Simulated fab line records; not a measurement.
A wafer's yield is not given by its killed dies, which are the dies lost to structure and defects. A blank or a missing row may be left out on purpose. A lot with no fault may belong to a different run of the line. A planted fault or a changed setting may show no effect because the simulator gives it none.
fab line records -- flow sky130
record lots=7, wafers=21, lastDay=50
route steps=708 shown METAL4@627 VIA4@639 PAD_OPEN@708
lots that met no fault: from a run of the same line without faults
startH: start of the lot's first displayed wafer, in hours after the record's first day -- waitH: hours from the lot's prior step to this one -- " same as the row above -- L1.1+2: a row that stands for several wafers -- - no value, or no start was given -- * or withheld: withheld -- < > ~ a bound
route shown NAME@n: NAME is a module with steps in the file, n the number in the route of the first one -- usual: average and standard deviation across the fault-free wafers -- same: alike in all rows -- chamber/n: place in a boat -- sites: the reading at each site -- _std_site: the values' standard deviation -- _edge_site: outer sites' mean less inner sites' -- radiusMm: for every site, how far away it sits from the centre of the wafer -- mask NAME#n: copy n -- behind: the most recent tool/chamber to have shaped the wafer -- hold: cause of the lot's hold/its duration in hours/its outcome -- device: the n, p or np transistor that did not switch -- end of line: tests run on the same wafers once the route is complete -- where a step has no rows: the recipe by itself -- killed: at the first sort, the dies lost to defects and structure; wafer yield is something else -- map: a wafer's dies, x killed, . not, _ none there
set.NAME: the run value of the setting; set.NAME@STEP: its run value at that earlier step -- model.NAME: the simulator's own value behind a step, which no gauge read
lots seen at some steps along the route; tables by step, rows by wafer
services: a tool's chamber out of use, with start hour (startH, from the record's first day; less than 0 if before it), hours out, and reason
## steps
# step SKY_METAL4_PEB_11
# recipe pebTempC=withheld, pebTimeS=withheld, resist=KrF-thick
# step SKY_METAL4_DEVELOP_12
# recipe developTimeS=60, resist=KrF-thick, devTempC=21
# step SKY_METAL4_CD_MEAS_13
# recipe targetCdNm=300
# usual cdNm=299.6/1.1
lot.wafer,tool,chamber,startH,waitH,cdNm
L615.1,cdSem-02,-,1001.09,-,300.6
L615.4,cdSem-02,-,1001.09,-,300.1
L615.5,cdSem-02,-,1001.09,-,300.9
L620.4,cdSem-01,-,1027.52,-,297.8
L620.5,cdSem-01,-,1027.52,-,297.9
L620.6,cdSem-01,-,1027.52,-,298.2
L629.1,cdSem-01,-,1082.03,-,300.9
L629.4,cdSem-01,-,1082.03,-,300.1
L629.5,cdSem-01,-,1082.03,-,300.4
L630.3,cdSem-01,-,1087.33,-,299.6
L630.5,cdSem-01,-,1087.33,-,300.2
L630.6,cdSem-01,-,1087.33,-,299.3
L631.1,cdSem-01,-,1091.33,-,299.1
L631.3,cdSem-01,-,1091.33,-,300.7
L631.5,cdSem-01,-,1091.33,-,300.3
L632.2,cdSem-01,-,1102.23,-,301.0
L632.4,cdSem-01,-,1102.23,-,301.3
L632.5,cdSem-01,-,1102.23,-,300.5
L636.2,cdSem-02,-,1121.36,-,301.0
L636.4,cdSem-02,-,1121.36,-,300.4
L636.6,cdSem-02,-,1121.36,-,298.9
# step SKY_METAL4_OVL_MEAS_14
# usual METAL4_OVL=0/5.3
lot.wafer,tool,chamber,startH,waitH,METAL4_OVL[nm]
L615.1,overlay-01,-,1001.21,0.1,-4
L615.4,overlay-01,-,1001.21,0.1,3
L615.5,overlay-01,-,1001.21,0.1,-5
L620.4,overlay-02,-,1027.60,0.1,-4
L620.5,overlay-02,-,1027.60,0.1,3
L620.6,overlay-02,-,1027.60,0.1,-5
L629.1,overlay-01,-,1082.15,0.1,10
L629.4,overlay-01,-,1082.15,0.1,7
L629.5,overlay-01,-,1082.15,0.1,2
L630.3,overlay-02,-,1087.43,0.1,2
L630.5,overlay-02,-,1087.43,0.1,-2
L630.6,overlay-02,-,1087.43,0.1,1
L631.1,overlay-02,-,1091.45,0.1,3
L631.3,overlay-02,-,1091.45,0.1,0
L631.5,overlay-02,-,1091.45,0.1,-3
L632.2,overlay-02,-,1102.34,0.1,-10
L632.4,overlay-02,-,1102.34,0.1,3
L632.5,overlay-02,-,1102.34,0.1,3
L636.2,overlay-02,-,1121.47,0.1,2
L636.4,overlay-02,-,1121.47,0.1,6
L636.6,overlay-02,-,1121.47,0.1,-2
# step SKY_METAL4_DESCUM_15
# recipe chemistry=O2, sourcePowerW=150, biasPowerW=0, pressureMtorr=10, tempC=40, timeS=8
# usual drypumpMotorCurrentA=5.7/0.44, oesProductAu=1.002/0.01, rfFwdPowerW=147.4/0.76, tempC=40.01/0.11
lot.wafer,tool,chamber,startH,waitH,drypumpMotorCurrentA,oesProductAu,rfFwdPowerW,rfHoursCounterH,tempC
L615.1,rieMetal-04,0,1001.25,0.0,6.4,0.990,148.0,6,40.07
L615.4,rieMetal-04,0,1001.25,0.0,6.5,0.990,148.0,-,40.12
L615.5,rieMetal-04,0,1001.25,0.0,6.4,0.980,147.4,-,40.11
L620.4,rieMetal-01,1,1027.63,0.0,5.2,1.001,148.3,-,40.00
L620.5,rieMetal-01,1,1027.63,0.0,5.1,1.004,148.5,-,40.14
L620.6,rieMetal-01,0,1027.63,0.0,5.6,1.012,147.7,-,40.22
L629.1,rieMetal-03,0,1082.18,0.0,5.4,0.993,147.8,6,40.04
L629.4,rieMetal-03,1,1082.18,0.0,6.2,1.006,148.3,-,39.83
L629.5,rieMetal-03,1,1082.18,0.0,6.2,1.008,147.7,-,39.95
L630.3,rieMetal-04,0,1087.46,0.0,6.5,0.999,147.7,-,39.89
L630.5,rieMetal-04,0,1087.46,0.0,6.5,0.996,147.8,-,39.87
L630.6,rieMetal-04,1,1087.46,0.0,5.7,0.992,146.7,-,40.13
L631.1,rieMetal-04,0,1091.48,0.0,6.4,0.993,148.1,12,39.93
L631.3,rieMetal-04,1,1091.48,0.0,5.7,1.002,146.0,-,40.02
L631.5,rieMetal-04,0,1091.48,0.0,6.5,0.998,148.1,-,39.92
L632.2,rieMetal-01,0,1102.37,0.0,5.7,1.020,146.6,21,40.11
L632.4,rieMetal-01,1,1102.37,0.0,5.2,1.008,147.5,-,39.97
L632.5,rieMetal-01,1,1102.37,0.0,5.2,1.004,148.1,-,39.86
L636.2,rieMetal-01,1,1121.50,0.0,5.2,1.010,147.6,25,40.02
L636.4,rieMetal-01,1,1121.50,0.0,5.2,1.024,148.3,-,39.98
L636.6,rieMetal-01,1,1121.50,0.0,5.2,1.013,147.8,-,40.21
# step SKY_METAL4_ETCH_16
# recipe chemistry=N2/H2, target=BARC, ionEnergyEv=200, biasW=100, pressureMtorr=30, n2FlowSccm=100, h2FlowSccm=200, icpW=500, stopOn=SiO2, timeS=88.2, targetDepthA=600
# usual biasW=99.98/0.26, drypumpMotorCurrentA=5.7/0.44, oesProductAu=0.626/0.0049, rfFwdPowerW=496.6/2, throttleValvePct=13.204/0.0098
lot.wafer,tool,chamber,startH,waitH,biasW,drypumpMotorCurrentA,oesProductAu,rfFwdPowerW,rfHoursCounterH,throttleValvePct
L615.1,rieMetal-04,0,1001.28,0.0,99.66,6.4,0.630,495.2,6,13.195
L615.4,rieMetal-04,0,1001.28,0.0,99.99,6.4,0.629,494.1,-,13.209
L615.5,rieMetal-04,0,1001.28,0.0,99.88,6.4,0.627,494.7,-,13.200
L620.4,rieMetal-01,1,1027.68,0.0,100.19,5.2,0.625,494.6,-,13.189
L620.5,rieMetal-01,1,1027.68,0.0,100.10,5.2,0.630,495.2,-,13.206
L620.6,rieMetal-01,0,1027.68,0.0,100.40,5.6,0.618,494.5,-,13.210
L629.1,rieMetal-03,0,1082.21,0.0,99.97,5.4,0.626,498.2,6,13.215
L629.4,rieMetal-03,1,1082.21,0.0,100.00,6.2,0.621,500.7,-,13.195
L629.5,rieMetal-03,1,1082.21,0.0,100.12,6.3,0.634,499.5,-,13.224
L630.3,rieMetal-04,0,1087.51,0.0,99.42,6.5,0.628,497.3,-,13.209
L630.5,rieMetal-04,0,1087.51,0.0,99.61,6.5,0.635,496.6,-,13.209
L630.6,rieMetal-04,1,1087.51,0.0,99.85,5.7,0.628,493.2,-,13.194
L631.1,rieMetal-04,0,1091.51,0.0,99.73,6.5,0.629,498.0,12,13.187
L631.3,rieMetal-04,1,1091.51,0.0,99.77,5.7,0.628,495.3,-,13.205
L631.5,rieMetal-04,0,1091.51,0.0,100.07,6.4,0.619,497.4,-,13.214
L632.2,rieMetal-01,0,1102.40,0.0,99.79,5.7,0.630,493.7,21,13.211
L632.4,rieMetal-01,1,1102.40,0.0,100.03,5.2,0.620,499.1,-,13.214
L632.5,rieMetal-01,1,1102.40,0.0,100.03,5.2,0.618,498.8,-,13.219
L636.2,rieMetal-01,1,1121.53,0.0,99.56,5.2,0.631,495.3,25,13.206
L636.4,rieMetal-01,1,1121.53,0.0,99.68,5.2,0.625,499.2,-,13.204
L636.6,rieMetal-01,1,1121.53,0.0,100.01,5.2,0.623,497.4,-,13.204
# step SKY_METAL4_ETCH_17
# recipe target=SiO2, stopOn=TiN, chemistry=C4F8/O2/Ar, sourceW=1500, biasW=1200, pressureMtorr=40, c4f8FlowSccm=withheld, O2_flow_sccm=6, Ar_flow_sccm=300, timeS=3.9, targetDepthA=150
# usual biasW=1200/3.9, oesProductAu=0.753/0.0085, rfFwdPowerW=1472/7.5
lot.wafer,tool,chamber,startH,waitH,biasW,oesProductAu,rfFwdPowerW,rfHoursCounterH
L615.1,rieDiel-02,3,1001.38,0.1,1204,0.746,1475,19
L615.4,rieDiel-02,1,1001.38,0.1,1196,0.749,1463,15
L615.5,rieDiel-02,1,1001.38,0.1,1195,0.751,1464,-
L620.4,rieDiel-02,1,1027.75,0.0,1205,0.768,1462,15
L620.5,rieDiel-02,1,1027.75,0.0,1200,0.751,1464,-
L620.6,rieDiel-02,2,1027.75,0.0,1198,0.757,1469,-
L629.1,rieDiel-01,1,1082.31,0.1,1190,0.739,1481,29
L629.4,rieDiel-01,3,1082.31,0.1,1196,0.748,1475,11
L629.5,rieDiel-01,0,1082.31,0.1,1201,0.766,1466,-
L630.3,rieDiel-01,3,1087.58,0.0,1199,0.745,1471,11
L630.5,rieDiel-01,1,1087.58,0.0,1206,0.755,1475,-
L630.6,rieDiel-01,0,1087.58,0.0,1199,0.749,1456,-
L631.1,rieDiel-01,2,1091.61,0.1,1200,0.744,1463,23
L631.3,rieDiel-01,3,1091.61,0.1,1199,0.746,1477,11
L631.5,rieDiel-01,0,1091.61,0.1,1200,0.750,1470,-
L632.2,rieDiel-01,0,1102.50,0.1,1205,0.746,1461,28
L632.4,rieDiel-01,0,1102.50,0.1,1204,0.752,1469,-
L632.5,rieDiel-01,3,1102.50,0.1,1203,0.745,1483,-
L636.2,rieDiel-02,2,1121.63,0.1,1202,0.765,1471,8
L636.4,rieDiel-02,1,1121.63,0.1,1197,0.755,1460,18
L636.6,rieDiel-02,0,1121.63,0.1,1198,0.759,1472,-
# step SKY_METAL4_METAL_ETCH_18
# recipe targetDepthA=8450, stopOn=SiO2, overEtchFrac=0.3, timeS=183.1, chemistry=Cl2/BCl3, resistSidewallDeg=88, pressureMtorr=10, icpW=900, biasW=48.5, Cl2_flow_sccm=60, bcl3FlowSccm=30
# usual biasW=48.53/0.14, drypumpMotorCurrentA=5.8/0.45, oesProductAu=0.867/0.007, rfFwdPowerW=896.5/2.6, throttleValvePct=22.263/0.0088
lot.wafer,tool,chamber,startH,waitH,biasW,drypumpMotorCurrentA,oesProductAu,rfFwdPowerW,rfHoursCounterH,throttleValvePct
L615.1,rieMetal-01,0,1001.40,0.0,48.60,5.6,0.878,893.8,14,22.274
L615.4,rieMetal-01,0,1001.40,0.0,48.41,5.6,0.857,896.3,-,22.261
L615.5,rieMetal-01,0,1001.40,0.0,48.53,5.6,0.868,896.9,-,22.263
L620.4,rieMetal-04,0,1027.83,0.1,48.33,6.5,0.860,897.6,-,22.256
L620.5,rieMetal-04,0,1027.83,0.1,48.51,6.5,0.879,890.5,-,22.259
L620.6,rieMetal-04,1,1027.83,0.1,48.62,5.7,0.864,892.0,-,22.275
L629.1,rieMetal-01,1,1082.33,0.0,48.41,5.2,0.859,895.3,22,22.269
L629.4,rieMetal-01,1,1082.33,0.0,48.78,5.2,0.874,896.3,-,22.263
L629.5,rieMetal-01,0,1082.33,0.0,48.43,5.7,0.875,897.1,-,22.262
L630.3,rieMetal-03,1,1087.66,0.1,48.48,6.2,0.857,896.8,-,22.270
L630.5,rieMetal-03,1,1087.66,0.1,48.48,6.2,0.856,895.3,-,22.249
L630.6,rieMetal-03,0,1087.66,0.1,48.34,5.4,0.856,897.8,-,22.250
L631.1,rieMetal-03,1,1091.63,0.0,48.92,6.2,0.861,897.8,18,22.273
L631.3,rieMetal-03,0,1091.63,0.0,48.49,5.4,0.862,892.9,-,22.280
L631.5,rieMetal-03,1,1091.63,0.0,48.44,6.2,0.871,899.6,-,22.280
L632.2,rieMetal-04,1,1102.52,0.0,48.51,5.7,0.863,893.5,19,22.265
L632.4,rieMetal-04,1,1102.52,0.0,48.37,5.7,0.863,890.9,-,22.270
L632.5,rieMetal-04,0,1102.52,0.0,48.44,6.5,0.869,895.1,-,22.256
L636.2,rieMetal-04,1,1121.65,0.0,48.47,5.7,0.872,892.6,21,22.270
L636.4,rieMetal-04,1,1121.65,0.0,48.66,5.7,0.871,894.1,-,22.259
L636.6,rieMetal-04,1,1121.65,0.0,48.41,5.7,0.870,892.1,-,22.266
# step SKY_METAL4_STRIP_19
# recipe chemistry=O2/N2, powerW=1400, pressureMtorr=1500, platenTempC=withheld, o2FlowSccm=3000, n2FlowSccm=300, overashFraction=0.5
# usual drypumpMotorCurrentA=5.9/0.55, oesProductAu=0.502/0.006, stripTimeToEndpointS=6.53/0.076
lot.wafer,tool,chamber,startH,waitH,drypumpMotorCurrentA,oesProductAu,rfHoursCounterH,stripTimeToEndpointS
L615.1,plasmaAsher-01,1,1001.58,0.1,5.7,0.505,90,6.44
L615.4,plasmaAsher-01,0,1001.58,0.1,5.2,0.498,-,6.40
L615.5,plasmaAsher-01,0,1001.58,0.1,5.2,0.508,-,6.47
L620.4,plasmaAsher-04,0,1027.98,0.1,6.3,0.508,-,6.65
L620.5,plasmaAsher-04,1,1027.98,0.1,5.2,0.507,-,6.67
L620.6,plasmaAsher-04,0,1027.98,0.1,6.3,0.502,-,6.47
L629.1,plasmaAsher-04,1,1082.51,0.1,5.2,0.502,30,6.53
L629.4,plasmaAsher-04,0,1082.51,0.1,6.3,0.505,-,6.53
L629.5,plasmaAsher-04,0,1082.51,0.1,6.3,0.502,-,6.49
L630.3,plasmaAsher-03,0,1087.81,0.1,6.3,0.496,-,6.45
L630.5,plasmaAsher-03,0,1087.81,0.1,6.3,0.504,-,6.48
L630.6,plasmaAsher-03,1,1087.81,0.1,6.5,0.513,-,6.59
L631.1,plasmaAsher-04,1,1091.81,0.1,5.2,0.511,31,6.59
L631.3,plasmaAsher-04,0,1091.81,0.1,6.3,0.502,-,6.60
L631.5,plasmaAsher-04,1,1091.81,0.1,5.2,0.505,-,6.56
L632.2,plasmaAsher-04,1,1102.70,0.1,5.2,0.500,32,6.39
L632.4,plasmaAsher-04,0,1102.70,0.1,6.3,0.498,-,6.49
L632.5,plasmaAsher-04,1,1102.70,0.1,5.2,0.500,-,6.51
L636.2,plasmaAsher-01,1,1121.83,0.1,5.7,0.507,103,6.61
L636.4,plasmaAsher-01,0,1121.83,0.1,5.2,0.502,-,6.63
L636.6,plasmaAsher-01,0,1121.83,0.1,5.2,0.493,-,6.57
# step SKY_METAL4_STRIP_20
# recipe chemistry=postEtchResidueRemover, timeS=1200, tempC=72.5
# step SKY_METAL4_CLEAN_21
# recipe chemistry=IPA, timeS=180, tempC=25
# step SKY_METAL4_CLEAN_22
# recipe chemistry=O3/DIW, dry=n2Spin
# step SKY_VIA4_HDPCVD_00
# recipe material=SiO2, targetThkNm=1750, sigmaOpenFrac=0.3, timeS=291.7, tempC=400, sih4FlowSccm=60, pressureMtorr=6
# usual sih4FlowSccm=59.99/0.18
lot.wafer,tool,chamber,startH,waitH,sih4FlowSccm,model.SiO2_of_VIA4_HDPCVD_00.thkNm
L615.1,hdpcvd-01,0,1002.21,0.0,60.03,1801
L615.4,hdpcvd-01,1,1002.21,0.0,59.79,1756
L615.5,hdpcvd-01,2,1002.21,0.0,59.98,1767
L620.4,hdpcvd-02,1,1028.63,0.1,59.83,1753
L620.5,hdpcvd-02,2,1028.63,0.1,60.11,1800
L620.6,hdpcvd-02,0,1028.63,0.1,59.89,1747
L629.1,hdpcvd-01,2,1083.16,0.0,89.96,2661
L629.4,hdpcvd-01,2,1083.16,0.0,89.84,2652
L629.5,hdpcvd-01,0,1083.16,0.0,89.70,2656
L630.3,hdpcvd-01,2,1088.37,0.0,90.53,2646
L630.5,hdpcvd-01,2,1088.37,0.0,90.34,2658
L630.6,hdpcvd-01,1,1088.37,0.0,90.01,2601
L631.1,hdpcvd-01,1,1092.41,0.0,89.87,2652
L631.3,hdpcvd-01,0,1092.41,0.0,89.99,2675
L631.5,hdpcvd-01,1,1092.41,0.0,89.87,2655
L632.2,hdpcvd-02,1,1103.29,0.0,59.80,1726
L632.4,hdpcvd-02,2,1103.29,0.0,59.99,1779
L632.5,hdpcvd-02,0,1103.29,0.0,60.02,1742
L636.2,hdpcvd-02,2,1122.42,0.0,59.84,1773
L636.4,hdpcvd-02,1,1122.42,0.0,60.41,1746
L636.6,hdpcvd-02,2,1122.42,0.0,59.92,1761
# step SKY_VIA4_THK_MEAS_01
# recipe reads=SiO2_of_VIA4_HDPCVD_00
# usual VIA4_HDPCVD_THK=1764/23
lot.wafer,tool,chamber,startH,waitH,VIA4_HDPCVD_THK[nm]
L615.1,filmMetro-03,-,1002.39,0.1,1802
L615.4,filmMetro-03,-,1002.39,0.1,1756
L615.5,filmMetro-03,-,1002.39,0.1,1767
L620.4,filmMetro-03,-,1028.75,0.0,1753
L620.5,filmMetro-03,-,1028.75,0.0,1801
L620.6,filmMetro-03,-,1028.75,0.0,1745
L629.1,filmMetro-02,-,1083.34,0.1,2661
L629.4,filmMetro-02,-,1083.34,0.1,2651
L629.5,filmMetro-02,-,1083.34,0.1,2656
L630.3,filmMetro-03,-,1088.57,0.1,2646
L630.5,filmMetro-03,-,1088.57,0.1,2658
L630.6,filmMetro-03,-,1088.57,0.1,2601
L631.1,filmMetro-02,-,1092.59,0.1,2651
L631.3,filmMetro-02,-,1092.59,0.1,2674
L631.5,filmMetro-02,-,1092.59,0.1,2655
L632.2,filmMetro-03,-,1103.48,0.1,1725
L632.4,filmMetro-03,-,1103.48,0.1,1779
L632.5,filmMetro-03,-,1103.48,0.1,1741
L636.2,filmMetro-02,-,1122.61,0.1,1772
L636.4,filmMetro-02,-,1122.61,0.1,1746
L636.6,filmMetro-02,-,1122.61,0.1,1762
# step SKY_VIA4_CMP_02
# recipe material=SiO2, downForcePsi=4, platenRpm=60, padVelocityMS=0.94248
# step SKY_PAD_OPEN_PROBE_99
# usual defectLimitedYield=82.4/2, killed_at_M0_to_M3=43/6.7, killed_at_M4_up=3.2/2.1, killedAtContacts=25/5.9, killedAtFrontEnd=16/4.7, killedAtOther=0.3/0.54, killedDies=87/9.8, killedOpen=47/6.7, killedShort=40/6.5, sort_bin_3_pad_short=0.9/0.45, sort_bin_5_function=10.5/1.5, sort_bin_6_memory=6.2/1.2, sortNPass=405/9.8, sortYieldPct=82.4/2
# same grossDies=492, killedAtBackSide=0, sort_bin_4_leakage[%]=0, sort_bin_8_speed[%]=0
lot.wafer,tool,chamber,startH,waitH,defectLimitedYield[%],killed_at_M0_to_M3,killed_at_M4_up,killedAtContacts,killedAtFrontEnd,killedAtOther,killedDies,killedOpen,killedShort,sort_bin_3_pad_short[%],sort_bin_5_function[%],sort_bin_6_memory[%],sortNPass,sortYieldPct[%]
L630.3,prober-02,-,1171.21,0.2,78.5,61,3,20,22,0,106,55,51,0.6,13.4,7.5,386,78.5
L630.5,prober-02,-,1171.31,0.2,79.3,45,3,26,27,1,102,54,48,0,12.8,7.9,390,79.3
L630.6,prober-02,-,1171.36,0.2,82.3,39,1,32,15,0,87,56,31,0.8,11.0,5.9,405,82.3
L631.1,prober-01,-,1175.65,0.1,80.3,48,3,26,19,1,97,52,45,1.0,11.2,7.5,395,80.3
L631.3,prober-01,-,1175.75,0.2,84.8,35,2,21,17,0,75,47,28,0.6,10.6,4.1,417,84.8
L631.5,prober-01,-,1175.85,0.2,79.5,43,4,35,19,0,101,61,40,0.8,12.4,7.3,391,79.5
# killed by level:class
L630.3 VIA1:geometricParticle:open=16 VIA1:geometricParticle:short=13 FIELD_ISO:geometricParticle:short=8 VIA2:geometricParticle:open=8 LI_CONTACT:geometricParticle:open=7 METAL2:geometricParticle:short=7 FIELD_ISO:geometricParticle:open=6 CONTACT:geometricParticle:open=5
L630.5 CONTACT:geometricParticle:open=13 VIA3:geometricParticle:open=8 METAL1:geometricParticle:short=7 FIELD_ISO:geometricParticle:open=6 POLY_GATE:geometricParticle:short=6 VIA1:geometricParticle:open=6 METAL2:geometricParticle:short=6 FIELD_ISO:geometricParticle:short=5
L630.6 CONTACT:geometricParticle:open=14 VIA1:geometricParticle:open=11 LI_CONTACT:geometricParticle:open=9 VIA3:geometricParticle:short=5 VIA3:geometricParticle:open=4 FIELD_ISO:geometricParticle:open=4 LOCAL_INTERCONNECT:geometricParticle:short=4 METAL2:geometricParticle:short=4
L631.1 VIA1:geometricParticle:open=12 CONTACT:geometricParticle:open=11 METAL1:geometricParticle:short=11 POLY_GATE:geometricParticle:short=9 LI_CONTACT:geometricParticle:open=7 VIA3:geometricParticle:open=7 FIELD_ISO:geometricParticle:open=5 CONTACT:geometricParticle:short=5
L631.3 CONTACT:geometricParticle:open=11 VIA1:geometricParticle:open=8 VIA2:geometricParticle:open=7 VIA3:geometricParticle:open=7 POLY_GATE:geometricParticle:short=6 FIELD_ISO:geometricParticle:open=4 CONTACT:geometricParticle:short=3 VIA1:geometricParticle:short=3
L631.5 CONTACT:geometricParticle:open=18 VIA1:geometricParticle:open=14 LI_CONTACT:geometricParticle:open=9 POLY_GATE:geometricParticle:short=7 CONTACT:geometricParticle:short=5 VIA2:geometricParticle:open=5 VIA1:geometricParticle:short=5 POLY_GATE:geometricParticle:open=4
## services
tool,chamber,startH,hours,kind
plasmaAsher-03,-,979.28,14.6,pm
plasmaAsher-01,-,984.94,1.7,repair
rieDiel-02,1,1003.99,8.1,repair
rieDiel-02,-,1019.92,0.9,repair
hdpcvd-02,-,1037.67,5.5,pm
rieMetal-04,-,1040.55,1.4,pm
hdpcvd-02,2,1043.68,10.0,repair
plasmaAsher-03,-,1055.25,9.0,pm
plasmaAsher-03,0,1055.25,9.0,ventCycle
plasmaAsher-03,1,1055.25,9.0,ventCycle
rieMetal-04,-,1056.39,3.9,repair
plasmaAsher-03,0,1064.25,-,clean
plasmaAsher-03,1,1064.25,-,clean
plasmaAsher-04,-,1082.61,2.8,pm
rieDiel-01,2,1092.81,10.0,repair
hdpcvd-01,-,1098.45,6.0,pm
rieMetal-03,-,1107.16,1.6,repair
plasmaAsher-04,-,1120.33,13.0,repair
## key
firstSign step=SKY_VIA4_HDPCVD_00, reading=sih4FlowSccm, direction=up, sigmas=99+, usual=59.99, struck=90.01
effect step=SKY_VIA4_THK_MEAS_01, reading=VIA4_HDPCVD_THK, direction=up, sigmas=38, usual=1764, struck=2650
modelEffect step=SKY_VIA4_HDPCVD_00, value=SiO2_of_VIA4_HDPCVD_00.thkNm, without=1776, struck=2651
metAt SKY_VIA4_HDPCVD_00
struckWafers L629.1,L629.4,L629.5,L630.3,L630.5,L630.6,L631.1,L631.3,L631.5
onsetBetween 1002.21 1083.16
fault kind=processParameterDrift, tool=hdpcvd-01, chamber=-, onsetH=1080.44, steps=SKY_VIA4_HDPCVD_00, channel=sih4FlowSccm, offset=30, shape=step, endH=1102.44, actsIn=theseRecipesOnly, stated=60
